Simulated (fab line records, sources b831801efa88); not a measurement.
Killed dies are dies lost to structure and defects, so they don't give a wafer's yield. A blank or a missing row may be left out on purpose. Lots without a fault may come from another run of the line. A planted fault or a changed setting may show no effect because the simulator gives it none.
Which tool did it? | flow sky130 | 9 lots, 27 wafers sampled, at 5 steps of a route of 708

WHAT THE GAUGES READ, wafer by wafer
SKY_VIA4_THK_MEAS_20: measures by xrf.
lot  | measured     | on            | VIA4_W_THK (nm)
L471 | day 43 04:10 | film_metro-01 | 507 508 499
L474 | day 45 05:33 | film_metro-04 | 512 503 508
L476 | day 45 07:04 | film_metro-01 | 511 505 508
L479 | day 45 09:08 | film_metro-03 | 488 501 500
L482 | day 46 07:14 | film_metro-03 | 486 492 496
L484 | day 47 08:50 | film_metro-04 | 500 502 497
L489 | day 48 07:59 | film_metro-01 | 507 517 508
L490 | day 48 19:11 | film_metro-01 | 504 511 503
L491 | day 48 21:10 | film_metro-01 | 505 505 514

SKY_PASSIVATION_THK_MEAS_03.
lot  | measured     | on            | PASSIVATION_CVD_02_THK (nm)
L471 | day 44 03:31 | film_metro-02 | 542 538 540
L474 | day 46 03:26 | film_metro-03 | 538 549 544
L476 | day 46 05:14 | film_metro-04 | 538 541 542
L479 | day 46 08:07 | film_metro-03 | 534 532 546
L482 | day 47 05:03 | film_metro-04 | 459 458 463 459 459 463
L484 | day 48 06:12 | film_metro-03 | 456 469 474 456 470 474
L489 | day 49 04:20 | film_metro-03 | 546 546 542
L490 | day 49 14:39 | film_metro-04 | 537 543 548
L491 | day 49 16:11 | film_metro-03 | 543 539 545

WHICH TOOL RAN EACH LOT (tool, then ch and the chambers of the sampled wafers, then the start)
lot  | SKY_VIA4_CMP_21               | SKY_METAL5_SPUTTER_02        | SKY_PASSIVATION_CVD_02
L471 | cmp-02 ch 0,3, day 43 04:26   | pvd_sputter-02, day 43 04:44 | pecvd-01 ch 0,1,2, day 44 03:17
L474 | cmp-01 ch 1,2,3, day 45 05:45 | pvd_sputter-04, day 45 05:57 | pecvd-01 ch 1,2, day 46 03:11
L476 | cmp-01 ch 0,2,3, day 45 07:24 | pvd_sputter-01, day 45 07:45 | pecvd-02 ch 1,2, day 46 05:01
L479 | cmp-01 ch 0,1,3, day 45 09:29 | pvd_sputter-02, day 45 09:47 | pecvd-02 ch 1,2, day 46 07:53
L482 | cmp-02 ch 1,2,3, day 46 07:20 | pvd_sputter-04, day 46 07:38 | pecvd-02 ch 0,1,2, day 47 04:49
L484 | cmp-02 ch 0,1, day 47 08:56   | pvd_sputter-04, day 47 09:14 | pecvd-02 ch 0,1,2, day 48 05:58
L489 | cmp-02 ch 0,1, day 48 08:03   | pvd_sputter-04, day 48 08:25 | pecvd-04 ch 0,1,2, day 49 04:07
L490 | cmp-02 ch 2,3, day 48 19:17   | pvd_sputter-04, day 48 19:38 | pecvd-01 ch 1,2, day 49 14:25
L491 | cmp-02 ch 0,1,2, day 48 21:13 | pvd_sputter-01, day 48 21:34 | pecvd-01 ch 0,2, day 49 15:58
- SKY_VIA4_CMP_21: polishes, stops on SiO2, t overpolish 25 s, target thk 0 nm.
- SKY_METAL5_SPUTTER_02: material AlCu, target thk 1150 nm, time 61.2 s.
- SKY_PASSIVATION_CVD_02: deposits Si3N4, target thk 540 nm.

WHAT THE TOOLS THEMSELVES READ (means of the sampled wafers that have a number; where no wafer has one, the mark that the record gives instead)
SKY_VIA4_CMP_21.
lot  | tool   | motor_current_A (A) | overpolish_run_s (s) | slurry_flow_ml_min | time_to_endpoint_s (s)
L471 | cmp-02 | 10.6                | 25.001               | 149.6              | 121
L474 | cmp-01 | 10.9                | 24.989               | 150.2              | 130
L476 | cmp-01 | 11.4                | 25.003               | 150.1              | 127
L479 | cmp-01 | 10.5                | 25.002               | 149.9              | 130
L482 | cmp-02 | 10.7                | 25.000               | 150.3              | 124
L484 | cmp-02 | 10.1                | 25.003               | 150.2              | 127
L489 | cmp-02 | 10.5                | 25.006               | 149.8              | 121
L490 | cmp-02 | 10.6                | 25.002               | 149.6              | 129
L491 | cmp-02 | 10.8                | 25.006               | 149.9              | 123

SKY_METAL5_SPUTTER_02.
lot  | tool           | throttle_valve_pct (%)
L471 | pvd_sputter-02 | 29.9
L474 | pvd_sputter-04 | 29.4
L476 | pvd_sputter-01 | 29.8
L479 | pvd_sputter-02 | 29.5
L482 | pvd_sputter-04 | 29.4
L484 | pvd_sputter-04 | 30.3
L489 | pvd_sputter-04 | 29.9
L490 | pvd_sputter-04 | 30.5
L491 | pvd_sputter-01 | 30.0

SKY_PASSIVATION_CVD_02.
lot  | tool     | heater_power_w (W) | rf_fwd_power_W (W)
L471 | pecvd-01 | 657                | 449.8
L474 | pecvd-01 | 636                | 449.4
L476 | pecvd-02 | 733                | 448.2
L479 | pecvd-02 | 798                | 448.7
L482 | pecvd-02 | 787                | 268.8
L484 | pecvd-02 | 788                | 268.8
L489 | pecvd-04 | 693                | 449.2
L490 | pecvd-01 | 709                | 450.4
L491 | pecvd-01 | 660                | 448.3

THE ANSWER, worked out from the rows above alone
Rule: what is usual is taken from the lots themselves. Put in order of their means at a reading, lots are off if they are a third of the lots or fewer, leave a main group of 4 or more, and stand apart from it by a gap of 3 or more times the standard deviation of the main group's means; of several such gaps the widest counts. A main group whose means are all the same, to the digits that the tables above print for the reading, isn't used. A lot without any number at a reading at which 4 lots or more have one is off too. The other lots that the step has rows for count as sound. The gauges are gone through in route order, then the tools' own readings, and for those a lot's mean is taken as printed above. The first step at which some lot is off is used, and at that step the reading that is off furthest; a lot without a number counts as furthest.
Off: L482, L484, at SKY_PASSIVATION_THK_MEAS_03 (PASSIVATION_CVD_02_THK). The main group: mean 542 nm, standard deviation 2.3.
A tool fits if, at a process step before that reading, it ran every lot that is off, and no sound lot after the first of them. The gauges at SKY_PASSIVATION_THK_MEAS_03 aren't tried: what is off there is off at SKY_PASSIVATION_CVD_02 too, on other tools, and a gauge's error can't cause that. One fits: pecvd-02 at SKY_PASSIVATION_CVD_02. Its last sound lot is L479 (day 46 07:53), its first lot that is off L482 (day 47 04:49): a fault that began between those two fits.
The tool's own readings at SKY_PASSIVATION_CVD_02 bear it out: on the lots that are off they differ by more than 5 times the standard deviation of the sound lots' means. rf_fwd_power_W reads 268.8 W there against 449.1 W on the sound lots.

WHAT THE SIMULATOR HAD PUT IN
Process parameter drift: pecvd-02, from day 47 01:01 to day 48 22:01, at SKY_PASSIVATION_CVD_02. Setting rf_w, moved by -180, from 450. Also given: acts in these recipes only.
Lots struck among those shown: L482, L484. The rule above found the same.
